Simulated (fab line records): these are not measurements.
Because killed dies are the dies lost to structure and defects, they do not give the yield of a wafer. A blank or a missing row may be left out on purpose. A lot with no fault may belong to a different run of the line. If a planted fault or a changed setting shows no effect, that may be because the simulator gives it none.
fab line records	flow sfq_line
record: lots: 14	wafers: 42	last_day: 88
route steps=325 shown M3@131 M4@158 JJ@182
lots untouched by any fault: they come from a run of this same line in which no faults occurred
start_h: hours from the record's first day to the start of the lot's first wafer shown	wait_h: how many hours have passed since the lot's step before this one	" unchanged from the row above	L1.1+2: one row covering several wafers at once	- no value, or no start was given	* or withheld: withheld	< > ~ a bound
route shown NAME@n: names a module that has steps shown in the file, with the first one's number in the route	usual: mean and standard deviation over wafers with no fault	same: alike in all rows	chamber/n: place in a boat	sites: readings site by site	_std_site: their standard deviation	_edge_site: inner sites' mean taken away from outer sites' mean	radius_mm: how far each site lies from the wafer's centre	mask NAME#n: copy n	behind: the last tool/chamber to shape the wafer	hold: reason for holding the lot/hours on hold/outcome of the hold	device: the n, p or np transistor that did not switch	end of line: the tests these same wafers got at the end of their route	step lacking rows: just its recipe	killed: count of dies lost to structure and defects at first sort (not the wafer's yield)	map: dies across one wafer; x = killed, . = not, _ = none there
set.NAME: the setting the step ran with; set.NAME@STEP: the setting that earlier step ran with	model.NAME: the simulator's own value behind a step, which no gauge read
a sample of lots followed through the steps of the route, with each step as a table and each wafer as a row
services: a tool's chamber out of use, with start hour (start_h, from the record's first day; less than 0 if before it), hours out, and reason
== steps ==
step: SFQ_TRILAYER_M3_STRIP_STRIP_079
recipe: gas: O2	power_w: 200	platen_temp_c: 40	overash_fraction: 0.65	chemistry: O2	pressure_mtorr: 50
usual: drypump_motor_current_A: 5.53/0.13	oes_product_au: 1.002/0.01
same: overash_fraction: 0.65
lot.wafer	tool	chamber	start_h	wait_h	drypump_motor_current_A	oes_product_au	rf_hours_counter_h
L529.1	rie_metal-04	0	672.46	0.1	5.58	1.017	59
L529.2	"	1	"	"	5.54	0.987	169
L529.6	"	1	"	"	5.58	0.991	-
L530.1	rie_metal-03	0	682.06	0.1	5.18	1.013	25
L530.4	"	0	"	"	5.22	1.011	-
L530.5	"	0	"	"	5.22	1.004	-
L531.1	rie_metal-01	0	691.66	0.1	5.42	1.005	23
L531.4	"	1	"	"	5.60	1.018	-
L531.6	"	1	"	"	5.59	1.009	-
L532.1	rie_metal-01	0	697.72	0.1	5.39	1.000	24
L532.5	"	0	"	"	5.41	0.996	-
L532.6	"	1	"	"	5.56	1.006	-
L533.3	rie_metal-01	1	706.39	0.3	5.54	1.014	-
L533.4	"	0	"	"	5.44	1.006	-
L533.6	"	1	"	"	5.54	1.015	-
L534.1	rie_metal-04	0	730.25	0.2	5.57	1.016	71
L534.3	"	0	"	"	5.58	1.017	-
L534.4	"	0	"	"	5.58	1.011	-
L535.1	rie_metal-04	0	739.85	0.2	5.58	1.009	74
L535.2	"	0	"	"	5.58	1.000	-
L535.4	"	0	"	"	5.57	1.006	-
L536.4	rie_metal-04	1	750.66	0.2	5.57	0.998	-
L536.5	"	1	"	"	5.54	0.998	-
L536.6	"	0	"	"	5.58	1.016	-
L537.2	rie_metal-03	0	764.69	0.1	5.17	1.015	39
L537.3	"	1	"	"	5.81	1.023	-
L537.4	"	0	"	"	5.18	1.013	-
L544.2	rie_metal-04	0	836.72	0.1	5.57	1.010	89
L544.4	"	0	"	"	5.60	1.017	-
L544.6	"	1	"	"	5.55	0.990	-
L545.2	rie_metal-01	0	846.71	0.4	5.44	0.989	-
L545.3	"	0	"	"	5.42	1.002	-
L545.5	"	0	"	"	5.43	1.001	-
L546.1	rie_metal-04	1	861.92	0.1	5.58	0.999	18
L546.4	"	0	"	"	5.57	1.017	-
L546.5	"	1	"	"	5.55	0.993	-
L548.1	rie_metal-01	1	876.45	0.1	5.59	1.001	5
L548.2	"	0	"	"	5.42	0.990	47
L548.5	"	1	"	"	5.56	0.991	-
L551.1	rie_metal-03	0	905.25	0.1	5.17	1.000	57
L551.3	"	0	"	"	5.20	1.007	-
L551.4	"	1	"	"	5.80	0.996	-
step: SFQ_M4_OVL_MEAS_926
usual: M4_OVL: 0/6
lot.wafer	tool	chamber	start_h	wait_h	M4_OVL[nm]
L529.1	overlay-01	-	850.90	0.1	5
L529.2	"	-	"	"	10
L529.6	"	-	"	"	4
L530.1	overlay-02	-	860.50	0.1	-1
L530.4	"	-	"	"	-3
L530.5	"	-	"	"	-2
L531.1	overlay-02	-	862.00	0.1	8
L531.4	"	-	"	"	11
L531.6	"	-	"	"	10
L532.1	overlay-02	-	863.03	0.1	-6
L532.5	"	-	"	"	-2
L532.6	"	-	"	"	4
L533.3	overlay-02	-	864.24	0.1	-5
L533.4	"	-	"	"	-5
L533.6	"	-	"	"	1
L534.1	overlay-01	-	1050.91	0.1	2
L534.3	"	-	"	"	6
L534.4	"	-	"	"	11
L535.1	overlay-02	-	1061.71	0.1	-3
L535.2	"	-	"	"	-6
L535.4	"	-	"	"	-6
L536.4	overlay-01	-	1073.50	0.1	-11
L536.5	"	-	"	"	-6
L536.6	"	-	"	"	-15
L537.2	overlay-01	-	1086.69	0.1	-6
L537.3	"	-	"	"	-3
L537.4	"	-	"	"	-9
L544.2	overlay-01	-	1151.49	0.1	4
L544.4	"	-	"	"	-4
L544.6	"	-	"	"	-1
L545.2	overlay-01	-	1153.89	0.1	5
L545.3	"	-	"	"	1
L545.5	"	-	"	"	6
L546.1	overlay-01	-	1169.41	0.1	-3
L546.4	"	-	"	"	-3
L546.5	"	-	"	"	-1
L548.1	overlay-01	-	1180.33	0.1	-11
L548.2	"	-	"	"	-8
L548.5	"	-	"	"	-9
L551.1	overlay-01	-	1204.33	0.1	1
L551.3	"	-	"	"	3
L551.4	"	-	"	"	0
step: SFQ_TRILAYER_JJ_TRILAYER_DEP_SPUTTER_112
recipe: material: Nb	base_pressure_pa: 1.33e-06	chamber_pressure_pa: 0.1333	substrate_temp_c: 20	target_thk_nm: 170	power_w: 2000	time_s: 113.3
usual: throttle_valve_pct: 29.3/1.1
lot.wafer	tool	chamber	start_h	wait_h	throttle_valve_pct
L529.1	pvd_sputter-03	-	868.73	0.5	28.4
L529.2	"	-	"	"	29.2
L529.6	"	-	"	"	29.1
L530.1	pvd_sputter-03	-	1018.07	0.5	29.3
L530.4	"	-	"	"	32.0
L530.5	"	-	"	"	29.3
L531.1	pvd_sputter-05	-	1020.47	0.5	30.1
L531.4	"	-	"	"	28.3
L531.6	"	-	"	"	30.3
L532.1	pvd_sputter-06	-	1021.67	0.5	28.6
L532.5	"	-	"	"	28.4
L532.6	"	-	"	"	29.1
L533.3	pvd_sputter-03	-	1022.87	0.5	32.2
L533.4	"	-	"	"	28.7
L533.6	"	-	"	"	28.4
L534.1	pvd_sputter-06	-	1060.64	0.5	28.1
L534.3	"	-	"	"	29.3
L534.4	"	-	"	"	28.6
L535.1	pvd_sputter-06	-	1208.82	0.5	30.0
L535.2	"	-	"	"	28.4
L535.4	"	-	"	"	29.1
L536.4	pvd_sputter-05	-	1234.95	0.5	28.4
L536.5	"	-	"	"	30.2
L536.6	"	-	"	"	28.4
L537.2	pvd_sputter-06	-	1242.15	0.5	30.1
L537.3	"	-	"	"	28.6
L537.4	"	-	"	"	29.3
L544.2	pvd_sputter-05	-	1306.92	0.5	30.1
L544.4	"	-	"	"	27.8
L544.6	"	-	"	"	30.4
L545.2	pvd_sputter-03	-	1310.52	0.5	29.4
L545.3	"	-	"	"	29.3
L545.5	"	-	"	"	29.0
L546.1	pvd_sputter-05	-	1336.91	0.5	30.2
L546.4	"	-	"	"	28.1
L546.5	"	-	"	"	28.3
L548.1	pvd_sputter-05	-	1351.30	0.5	30.4
L548.2	"	-	"	"	28.6
L548.5	"	-	"	"	30.1
L551.1	pvd_sputter-05	-	1373.65	0.5	30.2
L551.3	"	-	"	"	28.6
L551.4	"	-	"	"	28.0
step: SFQ_JJ_RS_MEAS_929
recipe: thk_meas_gauge: four-point-probe	reads: Nb_of_TRILAYER_JJ_TRILAYER_DEP_SPUTTER_112
usual: JJ_NB_RS: 1.045/0.011
lot.wafer	tool	chamber	start_h	wait_h	JJ_NB_RS[ohm/sq]
L529.1	film_metro-01	-	868.81	0.0	1.054
L529.2	"	-	"	"	1.064
L529.6	"	-	"	"	1.041
L530.1	film_metro-01	-	1018.15	0.0	1.067
L530.4	"	-	"	"	1.056
L530.5	"	-	"	"	1.071
L531.1	film_metro-02	-	1020.55	0.0	1.036
L531.4	"	-	"	"	1.030
L531.6	"	-	"	"	1.030
L532.1	film_metro-04	-	1021.75	0.0	1.067
L532.5	"	-	"	"	1.055
L532.6	"	-	"	"	1.060
L533.3	film_metro-01	-	1022.99	0.1	1.042
L533.4	"	-	"	"	1.049
L533.6	"	-	"	"	1.040
L534.1	film_metro-02	-	1060.72	0.0	1.038
L534.3	"	-	"	"	1.036
L534.4	"	-	"	"	1.048
L535.1	film_metro-02	-	1208.90	0.0	1.048
L535.2	"	-	"	"	1.028
L535.4	"	-	"	"	1.487
L536.4	film_metro-02	-	1235.09	0.1	1.035
L536.5	"	-	"	"	1.034
L536.6	"	-	"	"	1.027
L537.2	film_metro-04	-	1242.25	0.1	1.057
L537.3	"	-	"	"	1.051
L537.4	"	-	"	"	1.507
L544.2	film_metro-04	-	1307.02	0.1	1.050
L544.4	"	-	"	"	1.038
L544.6	"	-	"	"	1.037
L545.2	film_metro-04	-	1310.62	0.1	1.058
L545.3	"	-	"	"	1.047
L545.5	"	-	"	"	1.046
L546.1	film_metro-01	-	1336.99	0.0	1.059
L546.4	"	-	"	"	1.058
L546.5	"	-	"	"	1.064
L548.1	film_metro-02	-	1351.37	0.0	1.037
L548.2	"	-	"	"	1.042
L548.5	"	-	"	"	1.044
L551.1	film_metro-04	-	1373.73	0.0	1.067
L551.3	"	-	"	"	1.050
L551.4	"	-	"	"	1.050
step: SFQ_TRILAYER_JJ_CE_BARC_OPEN_RIE_150
recipe: mask_material: PR	chemistry: O2	target_depth_nm: 240	target: BARC	icp_w: 600	bias_w: 80	pressure_mtorr: 10	time_s: 80
usual: drypump_motor_current_A: 5.56/0.18	oes_product_au: 0.538/0.0047
lot.wafer	tool	chamber	start_h	wait_h	drypump_motor_current_A	oes_product_au	rf_hours_counter_h
L529.1	rie_metal-04	1	1018.30	1.0	5.54	0.539	38
L529.2	"	0	"	"	5.57	0.536	112
L529.6	"	0	"	"	5.54	0.538	-
L530.1	rie_metal-01	1	1021.82	1.0	5.61	0.539	21
L530.4	"	1	"	"	5.58	0.541	-
L530.5	"	0	"	"	5.42	0.535	-
L531.1	rie_metal-01	0	1024.22	1.0	5.36	0.529	64
L531.4	"	1	"	"	5.61	0.531	-
L531.6	"	0	"	"	5.39	0.545	-
L532.1	rie_metal-01	0	1025.42	1.0	5.41	0.540	64
L532.5	"	1	"	"	5.59	0.542	-
L532.6	"	0	"	"	5.41	0.538	-
L533.3	rie_metal-04	0	1026.65	0.6	5.57	0.535	-
L533.4	"	1	"	"	5.57	0.532	-
L533.6	"	1	"	"	5.56	0.534	-
L534.1	rie_metal-04	0	1076.15	1.0	5.61	0.529	119
L534.3	"	0	"	"	5.58	0.533	-
L534.4	"	1	"	"	5.56	0.536	-
L535.1	rie_metal-04	0	1214.33	1.0	5.59	0.538	136
L535.2	"	1	"	"	5.55	0.541	62
L535.4	"	0	"	"	5.60	0.542	-
L536.4	rie_metal-03	0	1238.85	0.4	5.16	0.546	-
L536.5	"	0	"	"	5.20	0.548	-
L536.6	"	1	"	"	5.80	0.539	-
L537.2	rie_metal-04	0	1245.90	0.8	5.55	0.539	140
L537.3	"	0	"	"	5.60	0.539	-
L537.4	"	1	"	"	5.56	0.543	-
L544.2	rie_metal-01	0	1454.28	0.8	5.41	0.540	120
L544.4	"	0	"	"	5.40	0.540	-
L544.6	"	0	"	"	5.43	0.534	-
L545.2	rie_metal-01	1	1457.88	0.8	5.58	0.540	78
L545.3	"	0	"	"	5.35	0.535	-
L545.5	"	1	"	"	5.56	0.544	-
L546.1	rie_metal-03	0	1483.21	1.0	5.16	0.543	129
L546.4	"	1	"	"	5.80	0.535	-
L546.5	"	0	"	"	5.12	0.542	-
L548.1	rie_metal-03	1	1500.11	1.0	5.79	0.537	64
L548.2	"	1	"	"	5.81	0.545	-
L548.5	"	1	"	"	5.80	0.537	-
L551.1	rie_metal-04	1	1516.73	1.0	5.55	0.535	99
L551.3	"	1	"	"	5.54	0.540	-
L551.4	"	1	"	"	5.58	0.534	-
step: SFQ_TRILAYER_JJ_CE_ETCH_RIE_118
recipe: target: Nb	stop_on: Al2O3	mask_material: PR	taper_deg: 13.257	over_etch_frac: 0.15	time_s: 97.7	chemistry: SF6	target_depth_nm: 170	icp_w: 600	bias_w: 80	pressure_mtorr: 10
usual: drypump_motor_current_A: 5.56/0.18	oes_product_au: 0.990/0.0071
lot.wafer	tool	chamber	start_h	wait_h	drypump_motor_current_A	oes_product_au	rf_hours_counter_h
L529.1	rie_metal-04	1	1018.39	0.1	5.57	0.976	38
L529.2	"	0	"	"	5.59	0.985	112
L529.6	"	0	"	"	5.57	0.990	-
L530.1	rie_metal-01	1	1021.91	0.1	5.61	0.974	22
L530.4	"	1	"	"	5.59	0.984	-
L530.5	"	0	"	"	5.40	0.980	-
L531.1	rie_metal-01	0	1024.31	0.1	5.42	0.982	64
L531.4	"	1	"	"	5.58	0.994	-
L531.6	"	0	"	"	5.40	0.996	-
L532.1	rie_metal-01	0	1025.51	0.1	5.40	0.983	64
L532.5	"	1	"	"	5.60	0.984	-
L532.6	"	0	"	"	5.41	0.978	-
L533.3	rie_metal-04	0	1026.74	0.1	5.59	0.992	-
L533.4	"	1	"	"	5.55	0.988	-
L533.6	"	1	"	"	5.53	0.985	-
L534.1	rie_metal-04	0	1076.24	0.1	5.58	0.994	119
L534.3	"	0	"	"	5.57	0.999	-
L534.4	"	1	"	"	5.54	0.993	-
L535.1	rie_metal-04	0	1214.42	0.1	5.58	1.000	136
L535.2	"	1	"	"	5.61	0.993	62
L535.4	"	0	"	"	5.59	0.881	-
L536.4	rie_metal-03	0	1238.94	0.1	5.19	0.993	-
L536.5	"	0	"	"	5.15	0.999	-
L536.6	"	1	"	"	5.82	1.001	-
L537.2	rie_metal-04	0	1245.99	0.1	5.58	0.990	140
L537.3	"	0	"	"	5.59	0.977	-
L537.4	"	1	"	"	5.57	0.859	-
L544.2	rie_metal-01	0	1454.38	0.1	5.39	0.983	120
L544.4	"	0	"	"	5.40	0.994	-
L544.6	"	0	"	"	5.39	0.989	-
L545.2	rie_metal-01	1	1457.98	0.1	5.61	0.987	78
L545.3	"	0	"	"	5.38	0.988	-
L545.5	"	1	"	"	5.62	0.981	-
L546.1	rie_metal-03	0	1483.30	0.1	5.17	0.988	129
L546.4	"	1	"	"	5.82	0.990	-
L546.5	"	0	"	"	5.14	0.986	-
L548.1	rie_metal-03	1	1500.29	0.2	5.81	1.004	64
L548.2	"	1	"	"	5.80	0.991	-
L548.5	"	1	"	"	5.80	0.985	-
L551.1	rie_metal-04	1	1516.92	0.2	5.52	0.987	100
L551.3	"	1	"	"	5.52	0.989	-
L551.4	"	1	"	"	5.56	0.989	-
== services ==
tool	chamber	start_h	hours	kind
pvd_sputter-05	-	694.41	14.7	repair
rie_metal-04	1	696.67	2.3	repair
pvd_sputter-05	-	732.66	3.2	repair
pvd_sputter-05	-	747.39	8.8	repair
rie_metal-01	0	760.54	50.6	repair
rie_metal-04	1	814.30	2.7	repair
pvd_sputter-05	-	840.86	3.8	repair
pvd_sputter-05	-	893.76	1.4	repair
rie_metal-04	0	905.50	7.5	repair
rie_metal-03	0	926.12	20.8	repair
rie_metal-01	-	955.21	0.4	repair
rie_metal-01	-	988.97	2.8	pm
rie_metal-03	0	1004.55	1.2	repair
rie_metal-04	-	1026.90	0.3	repair
pvd_sputter-05	-	1049.85	1.1	repair
rie_metal-01	1	1183.37	1.2	repair
rie_metal-04	-	1196.91	1.4	pm
rie_metal-04	-	1272.89	1.6	repair
rie_metal-04	-	1274.75	0.5	repair
rie_metal-04	1	1353.84	7.7	repair
rie_metal-04	-	1443.15	2.8	pm
rie_metal-01	1	1464.32	3.7	repair
rie_metal-03	-	1493.70	1.4	pm
rie_metal-04	0	1512.28	4.7	repair
== key ==
first_sign: step: SFQ_JJ_RS_MEAS_929	reading: JJ_NB_RS	direction: up	sigmas: 42	usual: 1.045	struck: 1.497
effect: step: SFQ_TRILAYER_JJ_CE_ETCH_RIE_118	reading: oes_product_au	direction: down	sigmas: 17	usual: 0.990	struck: 0.870
met_at SFQ_TRILAYER_JJ_TRILAYER_DEP_SPUTTER_112
struck_lots L535,L537
struck_wafers L535.4,L537.4
not_acting_at SFQ_TRILAYER_M3_STRIP_STRIP_079,SFQ_M4_OVL_MEAS_926,SFQ_TRILAYER_JJ_CE_BARC_OPEN_RIE_150
onset_between 1060.64 1208.82
fault: kind: site_profile_drift	tool: pvd_sputter-06	chamber: -	onset_h: 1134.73	steps: SFQ_TRILAYER_JJ_TRILAYER_DEP_SPUTTER_112	basis: fraction	max_abs_drift: 0.49872	slope_share_per_hr: 110.83	site_pattern: 0,0,0,0,0,-1,-1,-1,-1	scope: struck_wafers_only
